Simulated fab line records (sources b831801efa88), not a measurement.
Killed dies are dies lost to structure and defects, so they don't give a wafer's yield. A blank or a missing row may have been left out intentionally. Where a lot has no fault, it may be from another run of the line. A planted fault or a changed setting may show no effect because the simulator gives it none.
fab line records | flow sky130
record lots=7 wafers=21 lastDay=50
route steps=708 shown VIA2@516 PAD_OPEN@708
lots that met no fault: from a run of the same line without faults
startH: the number of hours between the record's first day and the start of the first shown wafer of the lot | waitH: hours since the lot's step before | " the same as in the row above | L1.1+2: several wafers, shown together as one row | - no value, or no start given | * or withheld: withheld | < > ~ a bound
route shown NAME@n: NAME is a module with steps in the file, n the number in the route of the first one | usual: mean/standard deviation of fault-free wafers | same: alike in all rows | chamber/n: place in a boat | sites: readings site by site | _std_site: standard deviation of those values | _edge_site: mean of outer sites minus mean of inner sites | radiusMm: for every site, how far away it sits from the centre of the wafer | mask NAME#n: copy n | behind: the last tool/chamber to shape the wafer | hold: why the lot was held/for how many hours/how that ended | device: names the non-switching transistor (n, p or np) | end of line: the same wafers' tests at the end of the route | a step with no rows: only its recipe | killed: count of dies lost to structure and defects at first sort (not the wafer's yield) | map: a wafer's dies, marking killed ones x, the rest . and places with no die _
set.NAME: the setting the step ran with; set.NAME@STEP: the setting that earlier step ran with | model.NAME: the simulator's own value behind a step, which no gauge read
lots at selected steps of the route; one table per step, one row per wafer
services: when a tool's chamber went out of use (startH, in hours from the record's first day, below 0 if earlier), for how many hours, and the reason
## steps
# step SKY_VIA2_EXPOSE_09
# recipe maskId=VIM2 na=0.8 sourceShape=annular sigmaInner=0.55 sigmaOuter=0.85 targetCdNm=200 doseMj=38
# step SKY_VIA2_PEB_10
# recipe pebTempC=withheld pebTimeS=withheld resist=KrF-thick
# step SKY_VIA2_DEVELOP_11
# recipe developTimeS=60 resist=KrF-thick devTempC=21
# step SKY_VIA2_CD_MEAS_12
# recipe targetCdNm=200
# usual cdNm=200.2/1.5
# columns lot.wafer tool chamber startH waitH cdNm
L567.2 cdSem-02 - 889.97 - 200.4
L567.3 " - " " 202.0
L567.5 " - " " 201.8
L568.3 cdSem-02 - 898.59 - 197.1
L568.4 " - " " 197.9
L568.6 " - " " 199.7
L576.1 cdSem-01 - 967.65 - 199.6
L576.2 " - " " 199.0
L576.4 " - " " 199.5
L577.1 cdSem-02 - 970.64 - 201.8
L577.2 " - " " 201.2
L577.5 " - " " 201.7
L578.1 cdSem-01 - 978.14 - 199.7
L578.3 " - " " 199.8
L578.6 " - " " 198.5
L579.1 cdSem-02 - 982.89 - 199.5
L579.4 " - " " 200.1
L579.6 " - " " 199.4
L584.4 cdSem-02 - 1007.66 - 200.1
L584.5 " - " " 202.1
L584.6 " - " " 199.3
# step SKY_VIA2_OVL_MEAS_13
# usual VIA2_OVL=4/5.7
# columns lot.wafer tool chamber startH waitH VIA2_OVL[nm]
L567.2 overlay-02 - 890.07 0.1 2
L567.3 " - " " -1
L567.5 " - " " 4
L568.3 overlay-01 - 898.68 0.1 9
L568.4 " - " " 13
L568.6 " - " " 12
L576.1 overlay-01 - 967.77 0.1 2
L576.2 " - " " -1
L576.4 " - " " -1
L577.1 overlay-01 - 970.76 0.1 9
L577.2 " - " " 9
L577.5 " - " " 10
L578.1 overlay-02 - 978.26 0.1 6
L578.3 " - " " 1
L578.6 " - " " 8
L579.1 overlay-01 - 983.01 0.1 14
L579.4 " - " " 10
L579.6 " - " " 7
L584.4 overlay-02 - 1007.74 0.1 4
L584.5 " - " " 3
L584.6 " - " " 5
# step SKY_VIA2_ETCH_14
# recipe chemistry=N2/H2 target=BARC ionEnergyEv=200 sourceW=500 biasW=100 pressureMtorr=30 n2FlowSccm=100 h2FlowSccm=200 stopOn=SiO2 timeS=45.9 targetDepthA=600
# usual drypumpMotorCurrentA=5.7/0.45 oesProductAu=0.854/0.0045 throttleValvePct=13.226/0.0091
# columns lot.wafer tool chamber startH waitH drypumpMotorCurrentA oesProductAu rfHoursCounterH throttleValvePct
L567.2 rieDiel-02 3 890.12 0.0 6.4 0.852 - 13.224
L567.3 " 3 " " 6.4 0.855 - 13.218
L567.5 " 3 " " 6.4 0.863 - 13.235
L568.3 rieDiel-04 0 898.70 0.0 5.5 0.857 13 13.235
L568.4 " 1 " " 5.0 0.859 0 13.225
L568.6 " 2 " " 5.7 0.855 - 13.228
L576.1 rieDiel-04 2 967.80 0.0 5.7 0.854 16 13.214
L576.2 " 0 " " 5.5 0.856 15 13.232
L576.4 " 1 " " 5.0 0.850 2 13.231
L577.1 rieDiel-02 1 970.79 0.0 5.2 0.849 22 13.239
L577.2 " 2 " " 5.8 0.858 25 13.226
L577.5 " 3 " " 6.4 0.840 - 13.236
L578.1 rieDiel-02 3 978.30 0.0 6.4 0.856 19 13.217
L578.3 " 0 " " 6.2 0.854 16 13.215
L578.6 " 1 " " 5.3 0.848 - 13.210
L579.1 rieDiel-02 0 983.04 0.0 6.2 0.856 17 13.228
L579.4 " 3 " " 6.4 0.851 19 13.221
L579.6 " 2 " " 5.8 0.857 - 13.226
L584.4 rieDiel-01 0 1007.78 0.0 5.7 0.857 - 13.235
L584.5 " 2 " " 5.5 0.854 - 13.220
L584.6 " 1 " " 5.0 0.848 - 13.226
# step SKY_VIA2_ETCH_15
# recipe target=SiO2 chemistry=C4F8/O2/Ar targetDepthNm=546 stopOn=TiN maskMaterial=KrF-thick sourceW=1500 biasW=1200 pressureMtorr=40 c4f8FlowSccm=withheld O2_flow_sccm=6 Ar_flow_sccm=300 timeS=84
# usual oesProductAu=0.940/0.0047
# columns lot.wafer tool chamber startH waitH oesProductAu
L567.2 rieDiel-02 3 890.26 0.1 0.937
L567.3 " 3 " " 0.944
L567.5 " 3 " " 0.945
L568.3 rieDiel-04 0 898.75 0.0 0.936
L568.4 " 1 " " 0.938
L568.6 " 2 " " 0.938
L576.1 rieDiel-04 2 967.85 0.0 0.950
L576.2 " 0 " " 0.946
L576.4 " 1 " " 0.943
L577.1 rieDiel-02 1 970.83 0.0 0.938
L577.2 " 2 " " 0.941
L577.5 " 3 " " 0.927
L578.1 rieDiel-02 3 978.34 0.0 0.937
L578.3 " 0 " " 0.946
L578.6 " 1 " " 0.940
L579.1 rieDiel-02 0 983.08 0.0 0.943
L579.4 " 3 " " 0.938
L579.6 " 2 " " 0.935
L584.4 rieDiel-01 0 1007.83 0.0 0.940
L584.5 " 2 " " 0.940
L584.6 " 1 " " 0.939
# step SKY_VIA2_STRIP_16
# recipe chemistry=O2/N2 powerW=1400 pressureMtorr=1500 platenTempC=withheld o2FlowSccm=3000 n2FlowSccm=300 overashFraction=0.5
# usual drypumpMotorCurrentA=5.9/0.46 oesProductAu=0.398/0.0051 stripTimeToEndpointS=4.05/0.043
# columns lot.wafer tool chamber startH waitH drypumpMotorCurrentA oesProductAu rfHoursCounterH stripTimeToEndpointS
L567.2 plasmaAsher-04 1 890.42 0.1 4.9 0.408 45 4.07
L567.3 " 1 " " 4.9 0.396 - 4.05
L567.5 " 0 " " 5.6 0.406 - 4.07
L568.3 plasmaAsher-02 1 898.84 0.1 6.0 0.402 - 4.12
L568.4 " 0 " " 5.8 0.404 - 4.09
L568.6 " 1 " " 6.1 0.402 - 4.05
L576.1 plasmaAsher-03 0 967.91 0.0 6.2 0.391 89 4.02
L576.2 " 1 " " 6.2 0.395 89 4.14
L576.4 " 1 " " 6.2 0.401 - 4.07
L577.1 plasmaAsher-04 0 970.90 0.0 5.6 0.396 54 3.96
L577.2 " 1 " " 4.9 0.392 54 4.04
L577.5 " 1 " " 4.9 0.400 - 4.03
L578.1 plasmaAsher-03 1 978.41 0.0 6.3 0.401 90 4.04
L578.3 " 0 " " 6.2 0.393 - 4.05
L578.6 " 1 " " 6.2 0.392 - 3.98
L579.1 plasmaAsher-03 0 983.15 0.0 6.2 0.407 91 4.08
L579.4 " 1 " " 6.2 0.395 - 4.08
L579.6 " 1 " " 6.2 0.403 - 4.09
L584.4 plasmaAsher-03 0 1007.89 0.0 6.2 0.400 - 4.12
L584.5 " 0 " " 6.2 0.395 - 4.06
L584.6 " 1 " " 6.2 0.395 - 4.11
# step SKY_VIA2_STRIP_17
# recipe chemistry=postEtchResidueRemover timeS=1200 tempC=72.5
# step SKY_VIA2_CLEAN_18
# recipe chemistry=IPA timeS=180 tempC=25
# step SKY_VIA2_CLEAN_19
# recipe chemistry=O3/DIW dry=n2Spin
# step SKY_VIA2_SPUTTER_20
# recipe material=TiN targetThkNm=20 chamberPressurePa=5 powerW=4000 timeS=80
# usual cathodeDcPowerW=4000.0/0.72 throttleValvePct=29.8/1.2
# columns lot.wafer tool chamber startH waitH cathodeDcPowerW throttleValvePct
L567.2 pvdSputter-04 - 891.01 0.0 4000.4 28.7
L567.3 " - " " 4001.5 30.2
L567.5 " - " " 3999.9 30.0
L568.3 pvdSputter-04 - 899.43 0.0 3999.7 29.5
L568.4 " - " " 3999.2 30.1
L568.6 " - " " 3999.3 28.6
L576.1 pvdSputter-01 - 968.51 0.0 4000.5 28.7
L576.2 " - " " 4000.6 29.0
L576.4 " - " " 4000.2 31.5
L577.1 pvdSputter-01 - 971.52 0.0 4001.2 31.3
L577.2 " - " " 3999.5 29.0
L577.5 " - " " 4000.0 28.3
L578.1 pvdSputter-03 - 979.00 0.0 3999.3 27.9
L578.3 " - " " 4000.8 30.4
L578.6 " - " " 4000.5 28.8
L579.1 pvdSputter-01 - 983.74 0.0 4001.0 28.7
L579.4 " - " " 4000.3 29.1
L579.6 " - " " 4000.4 31.2
L584.4 pvdSputter-01 - 1008.46 0.0 4000.8 28.5
L584.5 " - " " 3999.8 28.4
L584.6 " - " " 3999.8 31.3
# step SKY_VIA2_CVD_21
# recipe material=W targetThkNm=420 timeS=126.4 tempC=400 pressureTorr=40
# usual chamberPressureTorr=40.00/0.086 heaterPowerOuterW=571/50 heaterPowerW=936/120
# columns lot.wafer tool chamber startH waitH chamberPressureTorr heaterPowerOuterW heaterPowerW
L567.2 cvdW-02 1 891.07 0.0 40.00 544 927
L567.3 " 0 " " 40.06 652 1083
L567.5 " 0 " " 40.02 642 1110
L568.3 cvdW-02 1 899.54 0.1 39.98 551 931
L568.4 " 0 " " 39.99 651 1103
L568.6 " 0 " " 39.95 660 1099
L576.1 cvdW-02 0 968.57 0.0 - - -
L576.2 " 1 " " - - -
L576.4 " 0 " " - - -
L577.1 cvdW-01 1 971.58 0.0 - - -
L577.2 " 0 " " - - -
L577.5 " 1 " " - - -
L578.1 cvdW-02 1 979.06 0.0 - - -
L578.3 " 1 " " - - -
L578.6 " 1 " " - - -
L579.1 cvdW-02 1 983.80 0.0 39.89 558 912
L579.4 " 1 " " 40.06 559 945
L579.6 " 1 " " 39.94 553 930
L584.4 cvdW-01 0 1008.56 0.1 40.23 571 871
L584.5 " 0 " " 40.12 548 853
L584.6 " 1 " " 40.10 513 793
# step SKY_VIA2_RS_MEAS_22
# recipe thkMeasGauge=four-point-probe reads=W_of_VIA2_CVD_21+TiN_of_VIA2_SPUTTER_20
# usual VIA2_W_RS=0.2733/0.0027
# columns lot.wafer tool chamber startH waitH VIA2_W_RS[ohm/sq]
L567.2 filmMetro-01 - 891.22 0.1 0.2799
L567.3 " - " " 0.2772
L567.5 " - " " 0.2764
L568.3 filmMetro-02 - 899.66 0.1 0.2715
L568.4 " - " " 0.2698
L568.6 " - " " 0.2721
L576.1 filmMetro-03 - 968.70 0.1 58.401
L576.2 " - " " 57.614
L576.4 " - " " 60.955
L577.1 filmMetro-02 - 971.71 0.1 58.853
L577.2 " - " " 59.100
L577.5 " - " " 59.625
L578.1 filmMetro-03 - 979.32 0.2 59.471
L578.3 " - " " 57.561
L578.6 " - " " 58.806
L579.1 filmMetro-03 - 984.06 0.2 0.2760
L579.4 " - " " 0.2733
L579.6 " - " " 0.2742
L584.4 filmMetro-02 - 1008.71 0.1 0.2706
L584.5 " - " " 0.2720
L584.6 " - " " 0.2700
# step SKY_VIA2_THK_MEAS_23
# recipe thkMeasGauge=xrf reads=W_of_VIA2_CVD_21
# usual VIA2_W_THK=427/5
# columns lot.wafer tool chamber startH waitH VIA2_W_THK[nm]
L567.2 filmMetro-01 - 891.33 0.1 416
L567.3 " - " " 415
L567.5 " - " " 422
L568.3 filmMetro-02 - 899.76 0.1 421
L568.4 " - " " 428
L568.6 " - " " 423
L576.1 filmMetro-03 - 968.82 0.1 <0
L576.2 " - " " -
L576.4 " - " " -
L577.1 filmMetro-02 - 971.83 0.1 <0
L577.2 " - " " <0
L577.5 " - " " -
L578.1 filmMetro-03 - 979.44 0.1 -
L578.3 " - " " <0
L578.6 " - " " -
L579.1 filmMetro-03 - 984.18 0.1 426
L579.4 " - " " 428
L579.6 " - " " 423
L584.4 filmMetro-02 - 1008.80 0.1 431
L584.5 " - " " 427
L584.6 " - " " 433
# step SKY_VIA2_CMP_24
# recipe stopOn=SiO2 tOverpolishS=20 downForcePsi=3.5 platenRpm=60 targetThkNm=0 padVelocityMS=0.94248
# usual edgeZonePressureFrac=1.000/0.0052 motorCurrentA=10.7/1.2 timeToEndpointS=101/3.7
# columns lot.wafer tool chamber startH waitH edgeZonePressureFrac motorCurrentA timeToEndpointS
L567.2 cmp-02 1 891.43 0.1 1.004 11.1 98
L567.3 " 2 " " 0.991 11.9 98
L567.5 " 0 " " 0.996 10.5 98
L568.3 cmp-01 0 899.80 0.0 0.995 12.1 114
L568.4 " 1 " " 1.003 10.4 112
L568.6 " 0 " " 0.996 11.7 110
L576.4 cmp-02 0 968.93 0.1 1.004 10.6 5
L576.2 " 1 " " 0.998 11.1 5
L576.1 " 2 " " 1.006 12.7 7
L577.2 cmp-01 2 971.89 0.0 0.997 8.8 3
L577.1 " 0 " " 0.997 12.0 5
L577.5 " 3 " " 0.994 11.1 4
L578.3 cmp-02 1 979.50 0.0 0.983 11.8 5
L578.1 " 0 " " 1.002 10.7 6
L578.6 " 2 " " 1.009 12.0 7
L579.1 cmp-01 2 984.29 0.1 0.998 8.2 96
L579.4 " 3 " " 1.003 11.0 94
L579.6 " 2 " " 1.002 8.3 94
L584.4 cmp-02 1 1008.93 0.1 1.004 11.2 103
L584.5 " 3 " " 1.003 11.2 105
L584.6 " 0 " " 1.010 10.8 102
# step SKY_PAD_OPEN_PROBE_99
# usual defectLimitedYield=82.8/2 killed_at_M0_to_M3=43/7.8 killed_at_M4_up=3.2/1.9 killedAtContacts=24/5 killedAtFrontEnd=14/4.5 killedAtOther=0.2/0.41 killedDies=84/9.6 killedOnRim=17/3.8 killedOpen=47/6.9 killedShort=38/6 sort_bin_3_pad_short=0.8/0.43 sort_bin_5_function=10.1/1.4 sort_bin_6_memory=6.3/1.1 sortNPass=408/9.6 sortYieldPct=82.8/2
# same grossDies=492 killedAtBackSide=0 sort_bin_4_leakage[%]=0 sort_bin_8_speed[%]=0
# columns lot.wafer tool chamber startH waitH defectLimitedYield[%] killed_at_M0_to_M3 killed_at_M4_up killedAtContacts killedAtFrontEnd killedAtOther killedDies killedOnRim killedOpen killedShort sort_bin_3_pad_short[%] sort_bin_5_function[%] sort_bin_6_memory[%] sortNPass sortYieldPct[%]
L567.2 prober-01 - 1110.26 0.1 83.9 38 3 21 17 0 79 14 36 43 1.4 8.1 6.5 413 83.9
L567.3 prober-01 - 1110.31 0.2 83.9 31 1 26 21 0 79 11 44 35 0.6 10.2 5.3 413 83.9
L567.5 prober-01 - 1110.41 0.2 82.3 33 5 35 13 1 87 14 45 42 0.8 11.0 5.9 405 82.3
L568.3 prober-02 - 1117.21 0.2 83.7 47 0 19 14 0 80 17 44 36 0.8 9.6 5.9 412 83.7
L568.4 prober-02 - 1117.26 0.2 81.1 42 6 28 16 1 93 16 48 45 0.8 12.2 5.9 399 81.1
L568.6 prober-02 - 1117.36 0.2 86.0 31 3 22 13 0 69 18 39 30 0.6 10.0 3.5 423 86.0
L576.1 prober-02 - 1168.60 0.1 0 449 5 22 16 0 492 96 51 38 1.0 91.5 7.5 0 0
L576.2 prober-02 - 1168.65 0.1 0 456 5 17 14 0 492 96 39 40 0.8 93.9 5.3 0 0
L576.4 prober-02 - 1168.75 0.2 0 447 6 28 11 0 492 96 47 39 0.8 93.9 5.3 0 0
L577.1 prober-01 - 1175.02 0.1 0 451 6 21 14 0 492 96 33 31 0.8 93.9 5.3 0 0
L577.2 prober-01 - 1175.07 0.1 0 444 2 24 21 1 492 96 58 42 0.6 91.5 7.9 0 0
L577.5 prober-01 - 1175.22 0.2 0 449 1 23 19 0 492 96 42 37 0.4 93.5 6.1 0 0
L578.1 prober-02 - 1177.94 0.1 0 447 3 26 16 0 492 96 56 45 1.6 91.1 7.3 0 0
L578.3 prober-02 - 1178.04 0.2 0 455 3 22 12 0 492 96 44 31 0.8 93.3 5.9 0 0
L578.6 prober-02 - 1178.19 0.2 0 454 6 22 10 0 492 96 48 37 0.4 92.5 7.1 0 0
L579.1 prober-01 - 1180.10 0.1 83.9 43 3 21 12 0 79 14 43 36 1.2 8.9 5.9 413 83.9
L579.4 prober-01 - 1180.25 0.2 83.3 35 1 23 23 0 82 16 44 38 0.2 9.6 6.9 410 83.3
L579.6 prober-01 - 1180.35 0.2 82.5 48 2 19 17 0 86 15 46 40 0.8 9.8 6.9 406 82.5
L584.4 prober-01 - 1196.51 0.2 80.5 52 6 27 11 0 96 12 53 43 0.2 10.6 8.7 396 80.5
L584.5 prober-01 - 1196.56 0.2 83.7 40 1 31 7 1 80 18 46 34 0.6 10.6 5.1 412 83.7
L584.6 prober-01 - 1196.61 0.2 83.3 42 5 29 6 0 82 18 45 37 1.0 9.3 6.3 410 83.3
# killed by level:class
L567.2 METAL2:geometricParticle:short=9 VIA1:geometricParticle:open=7 LI_CONTACT:geometricParticle:open=6 CONTACT:geometricParticle:open=6 VIA1:geometricParticle:short=6 FIELD_ISO:geometricParticle:open=5 LOCAL_INTERCONNECT:geometricParticle:short=5 CONTACT:geometricParticle:short=4
L567.3 CONTACT:geometricParticle:open=10 LOCAL_INTERCONNECT:geometricParticle:short=7 FIELD_ISO:geometricParticle:open=6 LI_CONTACT:geometricParticle:open=6 VIA1:geometricParticle:open=6 METAL2:geometricParticle:short=5 POLY_GATE:geometricParticle:open=4 VIA2:geometricParticle:open=4
L567.5 LI_CONTACT:geometricParticle:open=15 VIA3:geometricParticle:open=8 LI_CONTACT:geometricParticle:short=7 METAL2:geometricParticle:short=7 CONTACT:geometricParticle:open=6 VIA2:geometricParticle:open=6 VIA1:geometricParticle:open=5 FIELD_ISO:geometricParticle:short=4
L568.3 VIA1:geometricParticle:open=12 POLY_GATE:geometricParticle:open=8 METAL1:geometricParticle:short=6 VIA3:geometricParticle:open=6 LI_CONTACT:geometricParticle:open=5 LOCAL_INTERCONNECT:geometricParticle:short=5 VIA2:geometricParticle:open=5 METAL3:geometricParticle:short=5
L568.4 CONTACT:geometricParticle:open=14 VIA1:geometricParticle:open=8 METAL2:geometricParticle:short=6 VIA3:geometricParticle:open=6 CONTACT:geometricParticle:short=6 METAL3:geometricParticle:short=5 FIELD_ISO:geometricParticle:short=4 VIA1:geometricParticle:short=4
L568.6 VIA1:geometricParticle:open=9 LI_CONTACT:geometricParticle:open=7 FIELD_ISO:geometricParticle:short=5 FIELD_ISO:geometricParticle:open=4 CONTACT:geometricParticle:open=4 LOCAL_INTERCONNECT:geometricParticle:short=4 CONTACT:geometricParticle:short=4 METAL1:geometricParticle:short=4
L576.1 VIA2:areaCvd=403 VIA2:geometricParticle:open=11 LI_CONTACT:geometricParticle:open=8 VIA1:geometricParticle:open=8 METAL2:geometricParticle:short=6 LOCAL_INTERCONNECT:geometricParticle:short=5 CONTACT:geometricParticle:open=5 METAL4:geometricParticle:short=5
L576.2 VIA2:areaCvd=413 VIA3:geometricParticle:open=9 VIA1:geometricParticle:open=8 FIELD_ISO:geometricParticle:short=5 LI_CONTACT:geometricParticle:open=5 CONTACT:geometricParticle:short=5 METAL2:geometricParticle:short=5 METAL4:geometricParticle:short=5
L576.4 VIA2:areaCvd=406 VIA1:geometricParticle:open=14 CONTACT:geometricParticle:open=10 VIA2:geometricParticle:open=5 LI_CONTACT:geometricParticle:open=5 FIELD_ISO:geometricParticle:short=4 METAL4:geometricParticle:short=4 VIA1:geometricParticle:short=4
L577.1 VIA2:areaCvd=428 CONTACT:geometricParticle:open=7 CONTACT:geometricParticle:short=5 POLY_GATE:geometricParticle:open=4 LI_CONTACT:geometricParticle:open=4 VIA1:geometricParticle:short=4 VIA3:geometricParticle:open=4 METAL4:geometricParticle:short=4
L577.2 VIA2:areaCvd=392 VIA1:geometricParticle:open=17 METAL1:geometricParticle:short=11 LI_CONTACT:geometricParticle:open=9 POLY_GATE:geometricParticle:open=5 METAL2:geometricParticle:short=5 VIA2:geometricParticle:open=5 VIA3:geometricParticle:open=5
L577.5 VIA2:areaCvd=413 LI_CONTACT:geometricParticle:open=7 METAL1:geometricParticle:short=7 VIA2:geometricParticle:open=7 CONTACT:geometricParticle:open=6 VIA3:geometricParticle:open=6 METAL3:geometricParticle:short=4 POLY_GATE:geometricParticle:short=4
L578.1 VIA2:areaCvd=391 VIA1:geometricParticle:open=15 METAL2:geometricParticle:short=10 LI_CONTACT:geometricParticle:open=10 CONTACT:geometricParticle:open=9 METAL1:geometricParticle:short=7 VIA3:geometricParticle:open=5 FIELD_ISO:geometricParticle:short=4
L578.3 VIA2:areaCvd=417 VIA1:geometricParticle:open=14 CONTACT:geometricParticle:open=10 LOCAL_INTERCONNECT:geometricParticle:short=6 FIELD_ISO:geometricParticle:short=4 POLY_GATE:geometricParticle:open=4 VIA2:geometricParticle:open=4 METAL3:geometricParticle:short=4
L578.6 VIA2:areaCvd=407 VIA1:geometricParticle:open=14 VIA2:geometricParticle:open=9 LI_CONTACT:geometricParticle:open=7 VIA1:geometricParticle:short=7 METAL2:geometricParticle:short=5 CONTACT:geometricParticle:open=5 FIELD_ISO:geometricParticle:open=4
L579.1 CONTACT:geometricParticle:open=14 VIA1:geometricParticle:open=11 METAL2:geometricParticle:short=9 METAL1:geometricParticle:short=5 VIA2:geometricParticle:open=5 POLY_GATE:geometricParticle:short=4 VIA2:geometricParticle:short=3 LI_CONTACT:geometricParticle:open=3
L579.4 LI_CONTACT:geometricParticle:open=10 VIA1:geometricParticle:open=7 VIA3:geometricParticle:open=7 FIELD_ISO:geometricParticle:short=6 POLY_GATE:geometricParticle:open=6 METAL1:geometricParticle:short=5 CONTACT:geometricParticle:open=4 METAL2:geometricParticle:short=4
L579.6 METAL1:geometricParticle:short=8 FIELD_ISO:geometricParticle:short=7 CONTACT:geometricParticle:open=7 VIA3:geometricParticle:open=7 VIA1:geometricParticle:open=6 METAL2:geometricParticle:short=6 VIA2:geometricParticle:open=6 FIELD_ISO:geometricParticle:open=5
L584.4 VIA1:geometricParticle:open=13 CONTACT:geometricParticle:open=11 METAL2:geometricParticle:short=8 VIA2:geometricParticle:open=7 LI_CONTACT:geometricParticle:open=7 METAL1:geometricParticle:short=6 VIA1:geometricParticle:short=5 METAL3:geometricParticle:short=5
L584.5 CONTACT:geometricParticle:short=11 VIA1:geometricParticle:open=9 LI_CONTACT:geometricParticle:open=8 CONTACT:geometricParticle:open=7 VIA3:geometricParticle:open=5 VIA2:geometricParticle:open=5 METAL3:geometricParticle:short=3 LOCAL_INTERCONNECT:geometricParticle:short=3
L584.6 VIA1:geometricParticle:open=8 LI_CONTACT:geometricParticle:open=8 VIA3:geometricParticle:open=8 METAL3:geometricParticle:short=7 CONTACT:geometricParticle:open=6 CONTACT:geometricParticle:short=5 LOCAL_INTERCONNECT:geometricParticle:short=5 METAL1:geometricParticle:short=5
# map L576.1 (x killed, . not)
__________xxxxxxxxxx_________
________xxxxxxxxxxxxxx_______
______xxxxxxxxxxxxxxxxxx_____
_____xxxxxxxxxxxxxxxxxxxx____
____xxxxxxxxxxxxxxxxxxxxxx___
___xxxxxxxxxxxxxxxxxxxxxxxx__
__xxxxxxxxxxxxxxxxxxxxxxxxxx_
_xxxxxxxxxxxxxxxxxxxxxxxxxxxx
_xxxxxxxxxxxxxxxxxxxxxxxxxxxx
_xxxxxxxxxxxxxxxxxxxxxxxxxxxx
_xxxxxxxxxxxxxxxxxxxxxxxxxxxx
_xxxxxxxxxxxxxxxxxxxxxxxxxxxx
_xxxxxxxxxxxxxxxxxxxxxxxxxxxx
_xxxxxxxxxxxxxxxxxxxxxxxxxxxx
_xxxxxxxxxxxxxxxxxxxxxxxxxxxx
__xxxxxxxxxxxxxxxxxxxxxxxxxx_
___xxxxxxxxxxxxxxxxxxxxxxxx__
____xxxxxxxxxxxxxxxxxxxxxx___
_____xxxxxxxxxxxxxxxxxxxx____
______xxxxxxxxxxxxxxxxxx_____
________xxxxxxxxxxxxxx_______
__________xxxxxxxxxx_________
# map L577.1 (x killed, . not)
__________xxxxxxxxxx_________
________xxxxxxxxxxxxxx_______
______xxxxxxxxxxxxxxxxxx_____
_____xxxxxxxxxxxxxxxxxxxx____
____xxxxxxxxxxxxxxxxxxxxxx___
___xxxxxxxxxxxxxxxxxxxxxxxx__
__xxxxxxxxxxxxxxxxxxxxxxxxxx_
_xxxxxxxxxxxxxxxxxxxxxxxxxxxx
_xxxxxxxxxxxxxxxxxxxxxxxxxxxx
_xxxxxxxxxxxxxxxxxxxxxxxxxxxx
_xxxxxxxxxxxxxxxxxxxxxxxxxxxx
_xxxxxxxxxxxxxxxxxxxxxxxxxxxx
_xxxxxxxxxxxxxxxxxxxxxxxxxxxx
_xxxxxxxxxxxxxxxxxxxxxxxxxxxx
_xxxxxxxxxxxxxxxxxxxxxxxxxxxx
__xxxxxxxxxxxxxxxxxxxxxxxxxx_
___xxxxxxxxxxxxxxxxxxxxxxxx__
____xxxxxxxxxxxxxxxxxxxxxx___
_____xxxxxxxxxxxxxxxxxxxx____
______xxxxxxxxxxxxxxxxxx_____
________xxxxxxxxxxxxxx_______
__________xxxxxxxxxx_________
## services
# columns tool chamber startH hours kind
cmp-01 - 867.23 0.3 repair
rieDiel-02 0 868.22 10.3 repair
pvdSputter-01 - 881.97 18.4 repair
cvdW-02 0 882.43 4.0 repair
rieDiel-02 2 882.95 8.6 repair
plasmaAsher-03 - 884.50 0.3 repair
cvdW-01 - 888.82 6.9 pm
rieDiel-02 0 889.35 3.4 repair
cmp-01 - 891.98 5.2 pm
rieDiel-04 1 895.56 2.7 repair
cvdW-01 - 904.00 14.0 pm
cmp-01 - 912.18 4.0 pm
pvdSputter-04 - 923.37 1.8 repair
cmp-01 - 924.93 7.1 pm
plasmaAsher-03 - 930.92 2.9 repair
cvdW-01 - 932.68 0.5 repair
plasmaAsher-04 - 949.79 2.9 repair
cmp-01 - 958.01 2.0 repair
cvdW-02 0 977.91 9.5 repair
pvdSputter-04 - 978.23 4.6 repair
cvdW-02 - 984.61 0.4 repair
cmp-01 - 990.30 4.2 repair
rieDiel-02 - 1001.13 0.4 repair
rieDiel-04 - 1007.34 0.8 repair
## key
firstSign step=SKY_VIA2_CVD_21 reading=toolRecord direction=missing
effect step=SKY_VIA2_RS_MEAS_22 reading=VIA2_W_RS direction=up sigmas=99+ usual=0.2733 struck=58.932
effect step=SKY_VIA2_THK_MEAS_23 reading=VIA2_W_THK direction=missing
effect step=SKY_VIA2_CMP_24 reading=timeToEndpointS direction=down sigmas=26 usual=* struck=*
effect step=SKY_PAD_OPEN_PROBE_99 reading=sort_bin_5_function direction=up sigmas=58 usual=10.1 struck=92.8
moreKillsBornAt SKY_VIA2_CVD_21@cvdW-02=2427 SKY_VIA2_CVD_21@cvdW-01=1232
metAt SKY_VIA2_CVD_21
struckWafers L576.1,L576.2,L576.4,L577.1,L577.2,L577.5,L578.1,L578.3,L578.6
laterRowsLeftOut L576.1,L576.2,L576.4,L577.1,L577.2,L577.5,L578.1,L578.3,L578.6
onsetBetween 899.54 968.57
fault kind=skippedStepWhole tool=cvdW-01,cvdW-02 chamber=- onsetH=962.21 steps=SKY_VIA2_CVD_21 scope=struckLotsOnly
# laterRowsLeftOut: the simulator's readings of these wafers behind a module that went badly wrong aren't trusted and aren't shown, but for the sort
